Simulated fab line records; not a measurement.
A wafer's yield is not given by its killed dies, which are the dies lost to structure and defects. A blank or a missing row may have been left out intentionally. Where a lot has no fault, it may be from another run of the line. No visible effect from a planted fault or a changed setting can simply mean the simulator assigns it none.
Which of the tools did it? | flow gf180mcu | 13 lots, 38 wafers sampled, at 4 steps of a route of 602

== WHAT EACH GAUGE READ, for each wafer ==
GF_TOP_METAL_RS_MEAS_05: the measuring method here is four-point-probe. Usual: TOP_METAL_ALCU_RS 0.0328 ohm/sq, standard deviation 0.00039.
lot  | measured     | on            | TOP_METAL_ALCU_RS (ohm/sq) | flag
L391 | day 27 08:58 | film-metro-03 | 0.0319 0.0320 0.0319       |
L392 | day 27 14:38 | film-metro-03 | 0.0328 0.0327 0.0327       |
L394 | day 28 10:34 | film-metro-03 | 0.0331 0.0326 0.0330       |
L396 | day 28 19:40 | film-metro-03 | 0.0325 0.0327 0.0327       |
L397 | day 29 05:57 | film-metro-03 | 0.0326 0.0324 0.0323       |
L398 | day 29 13:34 | film-metro-02 | 0.0328 0.0324 0.0326       |
L400 | day 30 05:39 | film-metro-02 | 0.0327 0.0326              |
L401 | day 30 10:20 | film-metro-02 | 0.0326 0.0328 0.0330       |
L406 | day 31 13:39 | film-metro-04 | 0.0325 0.0328 0.0330       |
L408 | day 32 04:25 | film-metro-02 | 0.0323 0.0330 0.0325       |
L409 | day 32 11:50 | film-metro-03 | 0.0327 0.0330 0.0328       |
L410 | day 32 16:34 | film-metro-04 | 0.0326 0.0328 0.0329       |
L414 | day 33 16:36 | film-metro-02 | 0.0332 0.0336 0.0331       |

== WHAT TOOL EACH LOT RAN ON (gives the tool, then ch and the chambers of the sampled wafers, and finally the start) ==
lot  | GF_V1_ETCH_17                      | GF_V5_CMP_26                  | GF_TOP_METAL_SPUTTER_04
L391 | rie-diel-03 ch 0,1,2, day 18 04:00 | cmp-01 ch 0,3, day 27 08:25   | pvd-sputter-03, day 27 08:55
L392 | rie-diel-03 ch 0,1,3, day 18 10:00 | cmp-02 ch 0,1,3, day 27 14:16 | pvd-sputter-03, day 27 14:37
L394 | rie-diel-01 ch 0,2,3, day 19 11:00 | cmp-01 ch 0,1,2, day 28 10:09 | pvd-sputter-03, day 28 10:33
L396 | rie-diel-02 ch 1,2,3, day 19 23:00 | cmp-01 ch 0,1,3, day 28 19:12 | pvd-sputter-03, day 28 19:38
L397 | rie-diel-01 ch 0,2, day 20 11:00   | cmp-01 ch 0,2,3, day 29 05:28 | pvd-sputter-02, day 29 05:54
L398 | rie-diel-01 ch 0,1,3, day 20 21:00 | cmp-02 ch 1,2,3, day 29 13:02 | pvd-sputter-03, day 29 13:32
L400 | rie-diel-02 ch 1,2, day 21 16:00   | cmp-01 ch 0,2, day 30 05:11   | pvd-sputter-02, day 30 05:35
L401 | rie-diel-02 ch 1,2,3, day 22 00:00 | cmp-02 ch 0,1,2, day 30 09:50 | pvd-sputter-01, day 30 10:17
L406 | rie-diel-03 ch 0,2, day 23 13:00   | cmp-01 ch 1,2,3, day 31 13:11 | pvd-sputter-03, day 31 13:35
L408 | rie-diel-03 ch 0,1, day 24 09:00   | cmp-02 ch 0,1,2, day 32 04:00 | pvd-sputter-01, day 32 04:23
L409 | rie-diel-01 ch 1,2, day 24 14:00   | cmp-01 ch 0,1,3, day 32 11:22 | pvd-sputter-02, day 32 11:49
L410 | rie-diel-03 ch 0,1,3, day 24 19:00 | cmp-01 ch 1,2, day 32 16:04   | pvd-sputter-03, day 32 16:31
L414 | rie-diel-03 ch 0,2,3, day 26 07:00 | cmp-02 ch 0,1,2, day 33 16:04 | pvd-sputter-02, day 33 16:34
- GF_V1_ETCH_17: etches SiO2 in C4F8/O2/Ar, stops on TiN, target depth 630 nm.
- GF_V5_CMP_26: polishes, stops on SiO2, t overpolish 15 s, target thk 0 nm.
- GF_TOP_METAL_SPUTTER_04: material TiN, target thk 25 nm, time 20.8 s.

== WHAT THE TOOLS THEMSELVES READ (means of the sampled wafers that have a number; where no wafer has one, the mark that the record gives instead) ==
GF_V1_ETCH_17. Usual: oes-product-au at 0.855 a.u., with a standard deviation of 0.0052.
lot  | tool        | oes-product-au (a.u.) | flag
L391 | rie-diel-03 | 0.856                 |
L392 | rie-diel-03 | 0.855                 |
L394 | rie-diel-01 | 0.859                 |
L396 | rie-diel-02 | 0.857                 |
L397 | rie-diel-01 | 0.857                 |
L398 | rie-diel-01 | 0.851                 |
L400 | rie-diel-02 | 0.859                 |
L401 | rie-diel-02 | 0.856                 |
L406 | rie-diel-03 | 0.853                 |
L408 | rie-diel-03 | 0.856                 |
L409 | rie-diel-01 | 0.852                 |
L410 | rie-diel-03 | 0.853                 |
L414 | rie-diel-03 | 0.853                 |

GF_V5_CMP_26. Usual: motor-current-A 11.3 A, standard deviation 1.1; overpolish-run-s 15.001 s, standard deviation 0.0092; retaining-ring-pressure-frac 1.000, standard deviation 0.0048; time-to-endpoint-s 84 s, standard deviation 4.8.
lot  | tool   | motor-current-A (A) | overpolish-run-s (s) | retaining-ring-pressure-frac | time-to-endpoint-s (s) | flag
L391 | cmp-01 | 10.8                | 15.006               | 1.004                        | 83                     |
L392 | cmp-02 | 12.0                | 14.997               | 1.001                        | 87                     |
L394 | cmp-01 | 11.0                | 14.997               | 1.002                        | 81                     |
L396 | cmp-01 | 10.9                | 14.998               | 0.998                        | 84                     |
L397 | cmp-01 | 11.5                | 14.994               | 0.999                        | 82                     |
L398 | cmp-02 | 11.0                | 14.999               | 1.002                        | 84                     |
L400 | cmp-01 | 11.3                | 15.013               | 0.998                        | 82                     |
L401 | cmp-02 | 11.1                | 15.000               | 1.000                        | 86                     |
L406 | cmp-01 | 11.9                | 15.004               | 0.999                        | 83                     |
L408 | cmp-02 | 11.4                | 15.008               | 1.005                        | 85                     |
L409 | cmp-01 | 11.1                | 15.002               | 1.005                        | 83                     |
L410 | cmp-01 | 11.6                | 14.994               | 1.000                        | 85                     |
L414 | cmp-02 | 11.6                | 14.993               | 1.006                        | 84                     |

GF_TOP_METAL_SPUTTER_04. Usual: throttle-valve-pct at 30.2 %, with a standard deviation of 0.78.
lot  | tool           | throttle-valve-pct (%) | flag
L391 | pvd-sputter-03 | 30.4                   |
L392 | pvd-sputter-03 | 29.9                   |
L394 | pvd-sputter-03 | 30.4                   |
L396 | pvd-sputter-03 | 30.6                   |
L397 | pvd-sputter-02 | 30.5                   |
L398 | pvd-sputter-03 | 30.7                   |
L400 | pvd-sputter-02 | 29.1                   |
L401 | pvd-sputter-01 | 30.8                   |
L406 | pvd-sputter-03 | 30.5                   |
L408 | pvd-sputter-01 | 30.4                   |
L409 | pvd-sputter-02 | 29.8                   |
L410 | pvd-sputter-03 | 30.7                   |
L414 | pvd-sputter-02 | 29.7                   |

== THE ANSWER, worked out from the rows above alone ==
Rule: take the mean of a lot's wafers that have a number; if it is more than 3 standard deviations from the usual mean, the lot is off. A lot without any number at a reading at which 4 lots or more have one is off too. All remaining lots with rows at the step are treated as sound. Order of review: gauges by route order, followed by the tools' own readings, for which a lot's mean as printed above is used. The first step at which some lot is off is used, and at that step the reading that is off furthest; a lot without a number counts as furthest.
No lot is off at any reading shown: from this, nothing can be told.

== WHAT THE SIMULATOR HAD PUT IN ==
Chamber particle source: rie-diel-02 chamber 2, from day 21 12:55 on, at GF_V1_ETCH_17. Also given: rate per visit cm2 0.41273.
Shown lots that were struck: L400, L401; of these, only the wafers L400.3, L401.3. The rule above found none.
